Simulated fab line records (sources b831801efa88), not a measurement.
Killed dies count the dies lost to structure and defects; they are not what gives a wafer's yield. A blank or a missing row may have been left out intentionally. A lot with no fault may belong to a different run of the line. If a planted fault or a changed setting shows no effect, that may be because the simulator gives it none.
Which of the tools did it? || flow gf180mcu || 21 wafers from 7 lots sampled at 2 of the route's 602 steps

WHAT THE GAUGES READ, wafer by wafer
GF_NWELL_OVL_MEAS_07.
{"lot": "L886", "measured": "day 3 22:31", "on": "overlay-01", "NWELL_OVL (nm)": "1.9 -0.8 1.2"}
{"lot": "L888", "measured": "day 4 10:33", "on": "overlay-02", "NWELL_OVL (nm)": "-0.5 -2.4 -1.1"}
{"lot": "L890", "measured": "day 5 02:10", "on": "overlay-01", "NWELL_OVL (nm)": "0.6 0.3 1.5"}
{"lot": "L893", "measured": "day 5 18:04", "on": "overlay-02", "NWELL_OVL (nm)": "0.0 0.6 -1.7"}
{"lot": "L896", "measured": "day 6 10:21", "on": "overlay-01", "NWELL_OVL (nm)": "-3.3 -6.8 -2.4"}
{"lot": "L900", "measured": "day 7 04:40", "on": "overlay-02", "NWELL_OVL (nm)": "-1.2 -0.6 -1.0"}
{"lot": "L904", "measured": "day 8 04:44", "on": "overlay-01", "NWELL_OVL (nm)": "-98.0 -96.9 -97.5"}

TOOL THAT RAN EACH LOT (tool first, then ch and the chambers of the sampled wafers, then the start)
{"lot": "L886", "GF_NWELL_EXPOSE_04": "ilineStepper-01 ch 0, day 3 16:54"}
{"lot": "L888", "GF_NWELL_EXPOSE_04": "ilineStepper-02 ch 0, day 4 04:14"}
{"lot": "L890", "GF_NWELL_EXPOSE_04": "ilineStepper-02 ch 0, day 4 19:40"}
{"lot": "L893", "GF_NWELL_EXPOSE_04": "ilineStepper-01 ch 0, day 5 11:22"}
{"lot": "L896", "GF_NWELL_EXPOSE_04": "ilineStepper-02 ch 0, day 6 03:16"}
{"lot": "L900", "GF_NWELL_EXPOSE_04": "ilineStepper-02 ch 0, day 6 21:07"}
{"lot": "L904", "GF_NWELL_EXPOSE_04": "ilineStepper-02 ch 0, day 7 21:22"}
- GF_NWELL_EXPOSE_04: exposes mask Nwell, target cd 860 nm.

THE ANSWER, worked out from the rows above alone
Rule: the usual values come from the lots themselves. The widest of any qualifying gaps counts: lots, ordered by their means at a reading, are off when they make up no more than a third of the lots, leave a main group of 4 or more, and stand apart from it by 3 or more times the standard deviation of that group's means. Not used: any main group whose means are identical at the precision the tables above print for the reading. Also off: a lot with no number at a reading for which 4 or more lots have one. Where the step has rows for the other lots, those lots are counted as sound.
Off: L904, at GF_NWELL_OVL_MEAS_07 (NWELL_OVL). Mean -0.9 nm and standard deviation 1.7 in the main group.
If a tool, at a process step before that reading, ran all the lots that are off and no sound lot after the first of them, it fits. The gauges at GF_NWELL_OVL_MEAS_07 are tried like those tools. This does not decide it: 2 tools fit, namely ilineStepper-02 at GF_NWELL_EXPOSE_04 and overlay-01 at GF_NWELL_OVL_MEAS_07.

WHAT THE SIMULATOR PUT IN
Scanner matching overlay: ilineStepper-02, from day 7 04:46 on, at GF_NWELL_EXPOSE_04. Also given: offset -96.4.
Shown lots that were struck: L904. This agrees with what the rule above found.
